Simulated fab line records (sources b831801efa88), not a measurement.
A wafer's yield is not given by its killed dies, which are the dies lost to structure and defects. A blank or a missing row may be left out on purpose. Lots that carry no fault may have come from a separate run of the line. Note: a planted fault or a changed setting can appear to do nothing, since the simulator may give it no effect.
Tool commonality check | flow sky130 | Sample size 13 lots and 39 wafers

== WHY IT WAS OPENED ==
Of 13 lots, 2 have the reading SONOS_ONO_CVD_02_THK flagged at SKY_SONOS_ONO_THK_MEAS_03. No-fault wafers: 10.45 nm, standard deviation 0.13.
Rule: flag the lot when none of its wafers has a number, or when each of its wafers that has one lies beyond 4 standard deviations from that mean. The other lots count as sound.

lot  | measured     | on            | SONOS_ONO_CVD_02_THK (nm), wafer by wafer | flag
L845 | day 12 00:16 | film metro-03 | 10.51 10.53 10.57                         |
L846 | day 12 09:03 | film metro-03 | 10.43 10.41 10.41                         |
L847 | day 12 09:04 | film metro-01 | 10.34 10.26 10.28                         |
L849 | day 13 07:26 | film metro-04 | 10.24 10.29 10.08                         |
L850 | day 13 14:34 | film metro-04 | 10.32 10.35 10.24                         |
L851 | day 13 18:55 | film metro-04 | 10.35 10.50 10.30                         |
L852 | day 14 00:20 | film metro-04 | 10.21 10.18 10.22                         |
L853 | day 14 09:02 | film metro-03 | 10.97 11.00 10.98                         | FLAGGED
L854 | day 14 15:14 | film metro-04 | 11.22 11.30 11.09                         | FLAGGED
L864 | day 18 00:34 | film metro-04 | 10.54 10.47 10.57                         |
L865 | day 18 19:51 | film metro-04 | 10.56 10.40 10.56                         |
L867 | day 19 05:33 | film metro-04 | 10.26 10.29 10.33                         |
L866 | day 19 05:34 | film metro-03 | 10.46 10.48 10.44                         |
The numbers of the flagged lots are 11.09 nm on average: +0.64 nm against the usual, or +5 standard deviations.

== WHICH TOOL RAN EACH LOT ==
The record keeps 1 process step preceding the reading, out of 708 steps on the route. In each cell: the tool, then ch and the chambers that the sampled wafers went through, then the start.
lot  | flag    | SKY_SONOS_ONO_CVD_02
L845 |         | lpcvd-02 ch 0, day 11 23:12
L846 |         | lpcvd-02 ch 0, day 12 08:00
L847 |         | lpcvd-02 ch 0, day 12 08:00
L849 |         | lpcvd-02 ch 1, day 13 06:23
L850 |         | lpcvd-02 ch 1, day 13 13:31
L851 |         | lpcvd-02 ch 1, day 13 17:52
L852 |         | lpcvd-02 ch 1, day 13 23:16
L853 | FLAGGED | lpcvd-02 ch 0, day 14 07:58
L854 | FLAGGED | lpcvd-02 ch 0, day 14 13:40
L864 |         | lpcvd-02 ch 1, day 17 23:31
L865 |         | lpcvd-02 ch 1, day 18 18:48
L867 |         | lpcvd-02 ch 0, day 19 04:29
L866 |         | lpcvd-02 ch 1, day 19 04:29
What these steps do:
- SKY_SONOS_ONO_CVD_02: deposits Si3N4 from DCS/NH3, target thk 10.5 nm, time 180 s.
- SKY_SONOS_ONO_THK_MEAS_03

== FLAGGED OVER TOTAL, TOOL BY TOOL (the gauges that took the reading come last) ==
step                      | tool          | lots run | flagged | share of the flagged lots | sound lots run after its first flagged lot
SKY_SONOS_ONO_CVD_02      | lpcvd-02      | 13       | 2       | all                       | 4 (L864,L865,L866,L867)
SKY_SONOS_ONO_THK_MEAS_03 | film metro-01 | 1        | 0       | none                      | -
SKY_SONOS_ONO_THK_MEAS_03 | film metro-03 | 4        | 1       | some                      | 1 (L866)
SKY_SONOS_ONO_THK_MEAS_03 | film metro-04 | 8        | 1       | some                      | 3 (L864,L865,L867)

== WHAT THE TABLE PERMITS ==
1 row of the table ran every flagged lot: lpcvd-02 at SKY_SONOS_ONO_CVD_02.
- lpcvd-02 at SKY_SONOS_ONO_CVD_02: 2 of its 13 lots flagged. Lots that were sound ran on it after the first flagged one (L864, L865, L866, L867); a persistent fault on the entire tool would not allow that. Its own readings (pressure mtorr) fall more than 4 standard deviations out on all wafers of the flagged lots.
Not one row of the table ran every flagged lot while running no sound lot after the first.

== WHAT HAD BEEN PUT IN BY THE SIMULATOR ==
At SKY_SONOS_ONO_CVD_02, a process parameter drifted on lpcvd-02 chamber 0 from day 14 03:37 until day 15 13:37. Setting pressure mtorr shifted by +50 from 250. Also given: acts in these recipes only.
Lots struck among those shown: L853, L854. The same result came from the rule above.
